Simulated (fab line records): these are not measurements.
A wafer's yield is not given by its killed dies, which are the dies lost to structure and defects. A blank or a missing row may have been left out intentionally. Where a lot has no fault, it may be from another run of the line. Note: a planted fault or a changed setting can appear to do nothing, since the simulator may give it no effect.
fab line records | flow sfq-line
record: lots: 5 wafers: 23
route steps=325 shown M4@152 I4@164 JJ@180 M5@199 A5B@209 R5@214
start-h: hours from the record's opening day to when the first of the lot's shown wafers began | wait-h: how many hours have passed since the lot's step before this one | " same as the row above | L1.1+2: a row that stands for several wafers | - either no value or no given start | * or withheld: withheld | < > ~ a bound
route shown NAME@n: a module of which the file shows steps, and the number in the route of the first | usual: mean/standard deviation taken from wafers without a fault | same: alike in all rows | chamber/n: place in a boat | sites: per-site readings | _std_site: their standard deviation | _edge_site: the outer-site mean with the inner-site mean subtracted | radius-mm: how far each site lies from the wafer's centre | mask NAME#n: copy n | behind: the most recent tool/chamber to have shaped the wafer | hold: what put the lot on hold/how long, in hours/how the hold closed | device: which transistor (n, p or np) failed to switch | end of line: tests of these same wafers at the route's end | step lacking rows: just its recipe | killed: at the first sort, the dies lost to defects and structure; wafer yield is something else | map: a wafer's dies, marking killed ones x, the rest . and places with no die _
set.NAME: the setting as run; set.NAME@STEP: as run at that earlier step | model.NAME: the simulator's own value behind a step, which no gauge read
one table per step and one row per wafer, for lots whose settings were changed on purpose
== steps ==
step: SFQ_TRILAYER_M4_LITHO_COAT_098
recipe: resist: BARC spin-rpm: 3000 resist-thk-nm: 62
columns lot.wafer tool chamber start-h wait-h set.spin-rpm model.BARC_of_TRILAYER_M4_LITHO_COAT_098.thk-nm
L074.2 litho-track-01 0 636.99 0.1 3000 62.05
L074.4 " 0 " " 3000 61.8
L074.5 " 0 " " 3000 62.03
L076.2 litho-track-02 0 681.49 0.1 2819 64.32
L076.3 " 0 " " 2819 64.17
L076.4 " 0 " " 3000 62.17
L076.5 " 0 " " 2819 64.35
L076.6 " 0 " " 3000 62.42
L078.1 litho-track-01 0 706.21 0.1 3000 62.07
L078.2 " 0 " " 3000 62.18
L078.3 " 0 " " 3000 61.84
L078.4 " 0 " " 3000 62.06
L078.5 " 0 " " 3000 62.16
L080.2 litho-track-01 0 719.46 0.1 3170 60.28
L080.3 " 0 " " 3000 62.05
L080.4 " 0 " " 3000 62.09
L080.5 " 0 " " 3000 61.91
L080.6 " 0 " " 3170 60.32
L083.1 litho-track-04 0 737.19 0.1 3000 61.85
L083.3 " 0 " " 3000 61.93
L083.4 " 0 " " 3000 61.8
L083.5 " 0 " " 3102 60.83
L083.6 " 0 " " 3102 60.68
step: SFQ_TRILAYER_M4_LITHO_PEB_096
recipe: peb-temp-c: 115 peb-time-s: 60 resist: KrF
columns lot.wafer tool chamber start-h wait-h set.peb-time-s
L074.2+4+5 litho-track-01 0 793.50 0.8 60
L076.2+3 litho-track-01 0 823.60 0.8 53.57
L076.4+5+6 " 0 " " 60
L078.1+2+5 litho-track-01 0 837.98 1.0 60
L078.3+4 " 0 " " 68.24
L080.2+3+4+5+6 litho-track-01 0 850.00 0.8 60
L083.1+4 litho-track-02 0 866.99 1.0 60
L083.3+5+6 " 0 " " 63.96
step: SFQ_TRILAYER_M4_LITHO_DEVELOP_095
recipe: time-s: 60 resist: KrF
step: SFQ_TRILAYER_M4_BARC_OPEN_METAL_ETCH_123
recipe: mask-material: PR chemistry: O2 target-depth-nm: 125 target: BARC icp-w: 600 bias-w: 80 pressure-mtorr: 10 time-s: 41.7
columns lot.wafer tool chamber start-h wait-h set.resist-thk-nm@TRILAYER_M3_LITHO_COAT_075 set.peb-time-s@TRILAYER_M4_LITHO_PEB_096 model.M4.cd-nm model.etch.depth-nm
L074.2 rie-metal-01 0 793.81 0.0 600 60 502.1 62.05
L074.4 " 0 " " 600 60 500.1 61.8
L074.5 " 1 " " 600 60 501.2 62.03
L076.2 rie-metal-04 0 823.91 0.0 600 53.57 516.4 -
L076.3 " 0 " " 576.8 53.57 517.1 64.17
L076.4 " 1 " " 576.8 60 498.8 -
L076.5 " 0 " " 600 60 502 -
L076.6 " 1 " " 600 60 499.8 -
L078.1 rie-metal-01 1 838.31 0.0 570.2 60 502 62.07
L078.2 " 0 " " 570.2 60 502.2 -
L078.3 " 1 " " 600 68.24 483.8 -
L078.4 " 0 " " 570.2 68.24 483.5 62.06
L078.5 " 1 " " 600 60 501.7 -
L080.2 rie-metal-02 0 850.31 0.0 611.3 60 500.2 -
L080.3 " 0 " " 600 60 500.6 62.05
L080.4 " 1 " " 611.3 60 501.4 62.09
L080.5 " 0 " " 600 60 500.5 61.91
L080.6 " 1 " " 611.3 60 500.1 -
L083.1 rie-metal-02 1 867.33 0.0 633.8 60 498 61.85
L083.3 " 1 " " 633.8 63.96 489.2 -
L083.4 " 0 " " 600 60 498.6 -
L083.5 " 0 " " 600 63.96 490.4 -
L083.6 " 1 " " 600 63.96 489.6 60.68
step: SFQ_TRILAYER_I4_CMP_CMP_100
recipe: material: SiO2 down-force-psi: 3 platen-rpm: 60 pad-velocity-m-s: 0.94248
columns lot.wafer tool chamber start-h wait-h set.leave-above-ref-nm model.SiO2_of_TRILAYER_I4_DEP_PECVD_099.thk-nm
L074.2 cmp-02 1 803.06 8.2 200 199.8
L074.4 " 3 804.06 9.2 200 199.7
L074.5 " 1 805.06 10.2 200 201.3
L076.2 cmp-02 0 832.56 7.6 200 199.5
L076.3 " 1 " " 207 206.9
L076.4 " 2 " " 207 209
L076.6 " 0 834.56 9.6 207 205.4
L076.5 " 1 " " 200 200
L078.2+5 cmp-02 0,1 851.78 12.5 200 199.1
L078.1 " 1 " " 200 200.8
L078.3 " 2 " " 200 202.8
L078.4 " 3 " " 200 200.5
L080.3 cmp-01 2 866.02 14.7 200 201.1
L080.2 " 3 " " 200 200.4
L080.4 " 1 867.52 16.2 207.8 208.6
L080.6 " 2 " " 207.8 209.1
L080.5 " 3 " " 200 201.5
L083.1 cmp-02 0 885.16 16.8 200 198.4
L083.4 " 1 " " 200 198.6
L083.3 " 3 886.66 18.3 200 199.1
L083.6 " 0 " " 200 199
L083.5 " 1 " " 200 199.2
step: SFQ_TRILAYER_I4_METRO_MEASURE_101
usual: thk-nm: 200.2/1.3
columns lot.wafer tool chamber start-h wait-h set.leave-above-ref-nm@TRILAYER_I4_CMP_CMP_100 thk-nm
L074.2 film-metro-02 - 805.88 0.3 200 199.7
L074.4 " - " " 200 199.7
L074.5 " - " " 200 201.5
L076.2 film-metro-02 - 835.88 0.3 200 199.4
L076.3 " - " " 207 206.9
L076.4 " - " " 207 209.0
L076.5 " - " " 200 200.0
L076.6 " - " " 207 205.3
L078.1 film-metro-03 - 854.90 0.1 200 200.8
L078.2 " - " " 200 199.2
L078.3 " - " " 200 202.9
L078.4 " - " " 200 200.6
L078.5 " - " " 200 199.1
L080.2 film-metro-03 - 869.34 0.3 200 200.6
L080.3 " - " " 200 201.2
L080.4 " - " " 207.8 208.5
L080.5 " - " " 200 201.5
L080.6 " - " " 207.8 208.9
L083.1 film-metro-04 - 888.36 0.1 200 198.4
L083.3 " - " " 200 199.3
L083.4 " - " " 200 198.7
L083.5 " - " " 200 199.3
L083.6 " - " " 200 199.0
step: SFQ_TRILAYER_I4_VIA_LITHO_PEB_106
recipe: peb-temp-c: 115 peb-time-s: 60 resist: KrF
columns lot.wafer tool chamber start-h wait-h set.peb-time-s
L074.2+4+5 litho-track-04 0 903.02 0.8 60
L076.2+5+6 litho-track-01 0 919.37 0.8 68.65
L076.3+4 " 0 " " 60
L078.1+3 litho-track-01 0 932.54 1.0 56.15
L078.2+4+5 " 0 " " 60
L080.2+5 litho-track-03 0 938.57 0.8 67.42
L080.3+4+6 " 0 " " 60
L083.1+4+6 litho-track-01 0 956.12 1.0 54.9
L083.3+5 " 0 " " 60
step: SFQ_TRILAYER_I4_VIA_LITHO_DEVELOP_105
recipe: time-s: 60 resist: KrF
step: SFQ_TRILAYER_I4_VIA_BARC_OPEN_VIA_ETCH_146
recipe: mask-material: PR chemistry: O2 target-depth-nm: 125 target: BARC source-w: 500 bias-w: 80 pressure-mtorr: 30 time-s: 41.7
columns lot.wafer tool chamber start-h wait-h set.peb-time-s@TRILAYER_I4_VIA_LITHO_PEB_106 model.I4.cd-nm
L074.2 rie-diel-02 2 903.33 0.0 60 699.2
L074.4 " 1 " " 60 698
L074.5 " 3 " " 60 698.2
L076.2 rie-diel-03 2 919.68 0.0 68.65 716.8
L076.3 " 0 " " 60 699.9
L076.4 " 1 " " 60 699.4
L076.5 " 2 " " 68.65 719.1
L076.6 " 1 " " 68.65 717
L078.1 rie-diel-01 0 932.88 0.0 56.15 691.9
L078.2 " 1 " " 60 700.7
L078.3 " 2 " " 56.15 691.3
L078.4 " 2 " " 60 699.9
L078.5 " 0 " " 60 700.8
L080.2+5 rie-diel-02 2 938.88 0.0 67.42 713.8
L080.3 " 1 " " 60 697.8
L080.4 " 3 " " 60 698.9
L080.6 " 3 " " 60 697.6
L083.1 rie-diel-03 1 956.45 0.0 54.9 687
L083.3 " 2 " " 60 700.3
L083.4 " 3 " " 54.9 685.9
L083.5 " 3 " " 60 699.3
L083.6 " 2 " " 54.9 686.7
step: SFQ_TRILAYER_I4_VIA_ETCH_VIA_ETCH_106
recipe: target: SiO2 stop-on: Nb mask-material: PR taper-deg: 20 chemistry: CHF3 target-depth-nm: 260 source-w: 500 bias-w: 80 pressure-mtorr: 30 time-s: withheld
columns lot.wafer tool chamber start-h wait-h set.bias-w set.leave-above-ref-nm@TRILAYER_I4_CMP_CMP_100 set.peb-time-s@TRILAYER_I4_VIA_LITHO_PEB_106 model.I4.feature-depth-nm model.I4.cd-nm
L074.2 rie-diel-02 2 903.37 0.0 80 200 * 199.8 699.9
L074.4 " 1 " " 80 200 * 199.7 699.6
L074.5 " 3 " " 80 200 * 201.3 696.2
L076.2 rie-diel-03 2 919.72 0.0 80 200 * 199.5 717.7
L076.3 " 0 " " 71.87 207 * 206.9 696.4
L076.4 " 1 " " 71.87 207 * 209 700.3
L076.5 " 2 " " 71.87 200 * 200 720.2
L076.6 " 1 " " 80 207 * 205.4 717.3
L078.1 rie-diel-01 0 932.92 0.0 80 200 * 200.8 690
L078.2 " 1 " " 73.47 200 * 199.1 700.2
L078.3 " 2 " " 80 200 * 202.8 691.8
L078.4 " 2 " " 73.47 200 * 200.5 700.2
L078.5 " 0 " " 80 200 * 199.1 699.4
L080.2 rie-diel-02 2 938.92 0.0 84.42 200 * 200.9 715.6
L080.3 " 1 " " 80 200 * 201.1 699.7
L080.4 " 3 " " 84.42 207.8 * 209 696.9
L080.5 " 2 " " 80 200 * 201.5 716
L080.6 " 3 " " 80 207.8 * 209.1 695.3
L083.1 rie-diel-03 1 956.49 0.0 80 200 * 198.4 688
L083.3 " 2 " " 80 200 * 199.1 700.7
L083.4 " 3 " " 71.59 200 * 198.6 685.7
L083.5 " 3 " " 71.59 200 * 199.2 697.4
L083.6 " 2 " " 80 200 * 199 686.3
step: SFQ_TRILAYER_JJ_TRILAYER_DEP_SPUTTER_110
recipe: material: Al base-pressure-pa: 1.33e-06 target-thk-nm: 8 power-w: 500 time-s: 10 chamber-pressure-pa: 0.4
columns lot.wafer tool chamber start-h wait-h set.time-s model.Al_of_TRILAYER_JJ_TRILAYER_DEP_SPUTTER_110.thk-nm
L074.2 pvd-sputter-04 - 904.36 0.0 10 8.288
L074.4 " - " " 10 8.089
L074.5 " - " " 10 8.03
L076.2 pvd-sputter-03 - 920.72 0.0 10 7.949
L076.3 " - " " 10 7.995
L076.4 " - " " 10.45 8.419
L076.5 " - " " 10.45 8.446
L076.6 " - " " 10 7.927
L078.1 pvd-sputter-06 - 933.91 0.0 11.05 9.046
L078.2 " - " " 10 8.014
L078.3 " - " " 10 8.083
L078.4 " - " " 10 8.197
L078.5 " - " " 11.05 9.087
L080.2 pvd-sputter-04 - 939.91 0.0 10 7.87
L080.3 " - " " 10 7.784
L080.4 " - " " 10 7.866
L080.5 " - " " 10 7.939
L080.6 " - " " 10 7.916
L083.1 pvd-sputter-04 - 957.48 0.0 10 8.1
L083.3 " - " " 10 8.091
L083.4 " - " " 10 8.046
L083.5 " - " " 10 8.159
L083.6 " - " " 10 7.973
step: SFQ_TRILAYER_JJ_CE_LITHO_COAT_114
recipe: resist: KrF spin-rpm: 3000 resist-thk-nm: 600
columns lot.wafer tool chamber start-h wait-h set.resist-thk-nm model.KrF_of_TRILAYER_JJ_CE_LITHO_COAT_114.thk-nm
L074.2 litho-track-03 0 905.99 0.2 600 598.2
L074.4 " 0 " " 600 598.5
L074.5 " 0 " " 600 599.3
L076.2 litho-track-04 0 922.39 0.2 576.4 575.8
L076.3 " 0 " " 576.4 576.3
L076.4 " 0 " " 600 597.9
L076.5 " 0 " " 576.4 576.5
L076.6 " 0 " " 600 599
L078.1 litho-track-03 0 935.49 0.2 600 601.9
L078.2 " 0 " " 600 601.5
L078.3 " 0 " " 600 603.4
L078.4 " 0 " " 600 602.7
L078.5 " 0 " " 600 601.2
L080.2 litho-track-04 0 941.54 0.2 577.2 574.8
L080.3 " 0 " " 600 597.1
L080.4 " 0 " " 577.2 576.1
L080.5 " 0 " " 577.2 576.5
L080.6 " 0 " " 600 598.9
L083.1 litho-track-04 0 959.07 0.2 600 601.3
L083.3 " 0 " " 600 600.7
L083.4 " 0 " " 600 601.2
L083.5 " 0 " " 600 600.6
L083.6 " 0 " " 600 599.6
step: SFQ_TRILAYER_M5_LITHO_COAT_123
recipe: resist: KrF spin-rpm: 3000 resist-thk-nm: 600
columns lot.wafer tool chamber start-h wait-h set.spin-rpm model.KrF_of_TRILAYER_M5_LITHO_COAT_123.thk-nm
L074.2 litho-track-03 0 997.34 0.2 3000 601.9
L074.4 " 0 " " 3000 600.9
L074.5 " 0 " " 3000 602
L076.2 litho-track-01 0 1012.11 0.2 2851 614.1
L076.3 " 0 " " 3000 599
L076.4 " 0 " " 3000 597.9
L076.5 " 0 " " 2851 612.4
L076.6 " 0 " " 2851 615.1
L078.1 litho-track-02 0 1030.04 0.2 2866 616.6
L078.2 " 0 " " 2866 616.8
L078.3 " 0 " " 2866 616.2
L078.4 " 0 " " 3000 602.3
L078.5 " 0 " " 3000 602.2
L080.2 litho-track-01 0 1041.64 0.2 3000 598.7
L080.3 " 0 " " 3000 599.6
L080.4 " 0 " " 3148 584.6
L080.5 " 0 " " 3148 586.1
L080.6 " 0 " " 3148 584.9
L083.1 litho-track-03 0 1059.79 0.2 3000 602.5
L083.3+4+5 " 0 " " 3000 601.6
L083.6 " 0 " " 3000 600.3
step: SFQ_TRILAYER_M5_LITHO_SOFTBAKE_127
recipe: temp-c: withheld time-s: withheld resist: KrF
step: SFQ_TRILAYER_M5_LITHO_EXPOSE_124
recipe: mask-id: M5 na: 0.6 source-shape: conventional sigma-outer: 0.65 target-cd-nm: 700 dose-mj: 14.4
step: SFQ_TRILAYER_M5_BARC_OPEN_METAL_ETCH_161
recipe: mask-material: PR chemistry: O2 target-depth-nm: 125 target: BARC icp-w: 600 bias-w: 80 pressure-mtorr: 10 time-s: 41.7
step: SFQ_TRILAYER_M5_ETCH_METAL_ETCH_126
recipe: target: Nb stop-on: SiO2 mask-material: PR over-etch-frac: 0.15 time-s: 203.2 chemistry: Cl2/BCl3 target-depth-nm: 265 icp-w: 600 bias-w: 80 pressure-mtorr: 10
columns lot.wafer tool chamber start-h wait-h set.leave-above-ref-nm@TRILAYER_I4_CMP_CMP_100 model.SiO2_of_TRILAYER_I4_DEP_PECVD_099.thk-nm
L074.2 rie-metal-02 0 1029.64 0.0 200 180.1
L074.4 " 0 " " 200 180
L074.5 " 0 " " 200 181.6
L076.2 rie-metal-02 0 1042.84 0.0 200 179.8
L076.3 " 0 " " 207 187.1
L076.4 " 1 " " 207 189.4
L076.5 " 0 " " 200 180.2
L076.6 " 1 " " 207 185.8
L078.1 rie-metal-04 0 1054.84 0.0 200 181.3
L078.2+5 " 1 " " 200 179.7
L078.3 " 1 " " 200 183.4
L078.4 " 0 " " 200 181.1
L080.2 rie-metal-04 1 1062.04 0.0 200 180.9
L080.3 " 1 " " 200 181.6
L080.4 " 0 " " 207.8 189.2
L080.5 " 1 " " 200 181.9
L080.6 " 0 " " 207.8 189.6
L083.1 rie-metal-02 1 1078.84 0.0 200 178.8
L083.3+5 " 0 " " 200 179.4
L083.4 " 1 " " 200 179
L083.6 " 1 " " 200 179.5
step: SFQ_TRILAYER_A5B_DEP_PECVD_129
recipe: material: SiO2 temp-c: 150 time-s: 133.33 pressure-torr: 2.4 rf-w: 183.3 precursor: SiH4/N2O target-thk-nm: 600
columns lot.wafer tool chamber start-h wait-h set.time-s model.SiO2_of_TRILAYER_A5B_DEP_PECVD_129.thk-nm
L074.2 pecvd-04 2 1030.61 0.0 133.33 585.7
L074.4 " 2 " " 133.33 598.6
L074.5 " 0 " " 133.33 599.7
L076.2 pecvd-03 2 1043.86 0.0 116.6 518.2
L076.3 " 2 " " 133.33 595.7
L076.4 " 2 " " 133.33 601.6
L076.5 " 2 " " 116.6 522.7
L076.6 " 2 " " 133.33 602.1
L078.1 pecvd-02 2 1055.83 0.0 121 536.2
L078.2 " 1 " " 121 530.7
L078.3 " 0 " " 133.33 593.4
L078.4 " 0 " " 121 540.3
L078.5 " 2 " " 133.33 602.7
L080.2 pecvd-04 2 1063.01 0.0 133.33 597.6
L080.3 " 1 " " 133.33 595.9
L080.4 " 2 " " 133.33 602.6
L080.5 " 1 " " 133.33 611.1
L080.6 " 0 " " 133.33 616.5
L083.1 pecvd-03 1 1079.81 0.0 142.6 646.9
L083.3 " 2 " " 142.6 631.4
L083.4 " 0 " " 142.6 630.4
L083.5 " 2 " " 133.33 606.5
L083.6 " 1 " " 133.33 599.5
step: SFQ_TRILAYER_R5_DEP_SPUTTER_134
recipe: material: Ti base-pressure-pa: 1.33e-06 target-thk-nm: 5 power-w: 2000 time-s: 5 chamber-pressure-pa: 0.4
columns lot.wafer tool chamber start-h wait-h set.time-s model.Ti_of_TRILAYER_R5_DEP_SPUTTER_134.thk-nm
L074.2 pvd-sputter-03 - 1064.70 0.0 5 4.741
L074.4+5 " - " " 5 4.954
L076.2 pvd-sputter-04 - 1079.40 0.0 5.635 5.722
L076.3 " - " " 5 5.195
L076.4 " - " " 5.635 5.613
L076.5 " - " " 5.635 5.829
L076.6 " - " " 5 5.042
L078.1 pvd-sputter-04 - 1091.70 0.0 5 4.943
L078.2 " - " " 5.255 5.261
L078.3 " - " " 5.255 5.238
L078.4 " - " " 5 4.793
L078.5 " - " " 5.255 4.965
L080.2 pvd-sputter-03 - 1103.70 0.0 5 4.712
L080.3 " - " " 5 4.817
L080.4 " - " " 5 4.872
L080.5 " - " " 5 4.742
L080.6 " - " " 5 4.957
L083.1 pvd-sputter-05 - 1122.63 0.0 5 5.131
L083.3 " - " " 5.53 5.561
L083.4 " - " " 5.53 5.622
L083.5 " - " " 5 5.126
L083.6 " - " " 5 5.173
step: SFQ_TRILAYER_R5_LITHO_COAT_136
recipe: resist: KrF spin-rpm: 3000 resist-thk-nm: 600
columns lot.wafer tool chamber start-h wait-h set.spin-rpm model.KrF_of_TRILAYER_R5_LITHO_COAT_136.thk-nm
L074.2 litho-track-02 0 1065.25 0.2 3000 600.7
L074.4 " 0 " " 3000 599.1
L074.5 " 0 " " 3000 600.3
L076.2+4+5 litho-track-02 0 1079.95 0.2 3000 -
L076.3 " 0 " " 3000 602.5
L076.6 " 0 " " 3000 599.6
L078.1 litho-track-04 0 1092.20 0.2 2862 612
L078.2+5 " 0 " " 2862 -
L078.3 " 0 " " 3000 -
L078.4 " 0 " " 3000 597.7
L080.2 litho-track-02 0 1104.25 0.2 2809 618.1
L080.3 " 0 " " 3000 601.2
L080.4 " 0 " " 3000 600
L080.5 " 0 " " 3000 601.3
L080.6 " 0 " " 2809 620.5
L083.1 litho-track-01 0 1123.13 0.2 2789 622.4
L083.3+4 " 0 " " 3000 -
L083.5 " 0 " " 3000 599.6
L083.6 " 0 " " 2789 623.8
step: SFQ_TRILAYER_R5_LITHO_SOFTBAKE_140
recipe: temp-c: withheld time-s: withheld resist: KrF
step: SFQ_TRILAYER_R5_LITHO_EXPOSE_137
recipe: mask-id: R5 na: 0.6 source-shape: conventional sigma-outer: 0.65 target-cd-nm: 500 dose-mj: 14.4
step: SFQ_TRILAYER_R5_LITHO_DEVELOP_138
recipe: time-s: 60 resist: KrF
step: SFQ_TRILAYER_R5_BARC_OPEN_METAL_ETCH_177
recipe: mask-material: PR chemistry: O2 target-depth-nm: 125 target: BARC icp-w: 600 bias-w: 80 pressure-mtorr: 10 time-s: 41.7
columns lot.wafer tool chamber start-h wait-h set.spin-rpm@TRILAYER_R5_LITHO_COAT_136 model.KrF_of_TRILAYER_R5_LITHO_COAT_136.thk-nm
L074.2 rie-metal-01 1 1184.10 0.0 3000 523.1
L074.4 " 1 " " 3000 521.7
L074.5 " 1 " " 3000 522.5
L076.2+4+5 rie-metal-01 1,1,0 1199.70 0.0 3000 -
L076.3 " 0 " " 3000 526.3
L076.6 " 1 " " 3000 521.4
L078.1 rie-metal-02 1 1213.10 0.0 2862 535.3
L078.2+5 " 0 " " 2862 -
L078.3 " 0 " " 3000 -
L078.4 " 1 " " 3000 521.1
L080.2 rie-metal-01 1 1223.90 0.0 2809 541.1
L080.3 " 1 " " 3000 524.2
L080.4 " 0 " " 3000 524.3
L080.5 " 0 " " 3000 525.6
L080.6 " 1 " " 2809 543.3
L083.1 rie-metal-02 0 1240.83 0.0 2789 546
L083.3+4 " 1,0 " " 3000 -
L083.5 " 0 " " 3000 523.2
L083.6 " 1 " " 2789 546.3
== key ==
split: step: SFQ_TRILAYER_M4_LITHO_COAT_098 setting: spin-rpm stated: 3000 by: wafer
response: step: SFQ_TRILAYER_M4_LITHO_COAT_098 reading: model.BARC_of_TRILAYER_M4_LITHO_COAT_098.thk-nm change: -0.318 per: 1% r: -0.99
split: step: SFQ_TRILAYER_M4_LITHO_PEB_096 setting: peb-time-s stated: 60 by: wafer
response: step: SFQ_TRILAYER_M4_BARC_OPEN_METAL_ETCH_123 reading: model.M4.cd-nm change: -1.4 per: 1% r: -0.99
split: step: SFQ_TRILAYER_I4_CMP_CMP_100 setting: leave-above-ref-nm stated: 200 by: wafer
response: step: SFQ_TRILAYER_I4_CMP_CMP_100 reading: model.SiO2_of_TRILAYER_I4_DEP_PECVD_099.thk-nm change: +2.04 per: 1% r: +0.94
response: step: SFQ_TRILAYER_I4_METRO_MEASURE_101 reading: thk-nm change: +2.02 per: 1% r: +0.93
response: step: SFQ_TRILAYER_I4_VIA_ETCH_VIA_ETCH_106 reading: model.I4.feature-depth-nm change: +2.05 per: 1% r: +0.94
response: step: SFQ_TRILAYER_M5_ETCH_METAL_ETCH_126 reading: model.SiO2_of_TRILAYER_I4_DEP_PECVD_099.thk-nm change: +2.07 per: 1% r: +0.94
split: step: SFQ_TRILAYER_I4_VIA_LITHO_PEB_106 setting: peb-time-s stated: 60 by: wafer
response: step: SFQ_TRILAYER_I4_VIA_BARC_OPEN_VIA_ETCH_146 reading: model.I4.cd-nm change: +1.31 per: 1% r: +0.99
response: step: SFQ_TRILAYER_I4_VIA_ETCH_VIA_ETCH_106 reading: model.I4.cd-nm change: +1.44 per: 1% r: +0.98
split: step: SFQ_TRILAYER_I4_VIA_ETCH_VIA_ETCH_106 setting: bias-w stated: 80 by: wafer
response none clear
split: step: SFQ_TRILAYER_JJ_TRILAYER_DEP_SPUTTER_110 setting: time-s stated: 10 by: wafer
response: step: SFQ_TRILAYER_JJ_TRILAYER_DEP_SPUTTER_110 reading: model.Al_of_TRILAYER_JJ_TRILAYER_DEP_SPUTTER_110.thk-nm change: +0.0943 per: 1% r: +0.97
split: step: SFQ_TRILAYER_JJ_CE_LITHO_COAT_114 setting: resist-thk-nm stated: 600 by: wafer
response: step: SFQ_TRILAYER_JJ_CE_LITHO_COAT_114 reading: model.KrF_of_TRILAYER_JJ_CE_LITHO_COAT_114.thk-nm change: +5.75 per: 1% r: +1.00
split: step: SFQ_TRILAYER_M5_LITHO_COAT_123 setting: spin-rpm stated: 3000 by: wafer
response: step: SFQ_TRILAYER_M5_LITHO_COAT_123 reading: model.KrF_of_TRILAYER_M5_LITHO_COAT_123.thk-nm change: -3.04 per: 1% r: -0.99
split: step: SFQ_TRILAYER_A5B_DEP_PECVD_129 setting: time-s stated: 133.33 by: wafer
response: step: SFQ_TRILAYER_A5B_DEP_PECVD_129 reading: model.SiO2_of_TRILAYER_A5B_DEP_PECVD_129.thk-nm change: +6.19 per: 1% r: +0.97
split: step: SFQ_TRILAYER_R5_DEP_SPUTTER_134 setting: time-s stated: 5 by: wafer
response: step: SFQ_TRILAYER_R5_DEP_SPUTTER_134 reading: model.Ti_of_TRILAYER_R5_DEP_SPUTTER_134.thk-nm change: +0.0463 per: 1% r: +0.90
split: step: SFQ_TRILAYER_R5_LITHO_COAT_136 setting: spin-rpm stated: 3000 by: wafer
response: step: SFQ_TRILAYER_R5_LITHO_COAT_136 reading: model.KrF_of_TRILAYER_R5_LITHO_COAT_136.thk-nm change: -3.09 per: 1% r: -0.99
response: step: SFQ_TRILAYER_R5_BARC_OPEN_METAL_ETCH_177 reading: model.KrF_of_TRILAYER_R5_LITHO_COAT_136.thk-nm change: -2.97 per: 1% r: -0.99
split outside-this-file step=SFQ_TRILAYER_M3_LITHO_COAT_075 setting=resist-thk-nm
split outside-this-file: this setting was split too, and the file shows its column; the key of that split is in another file
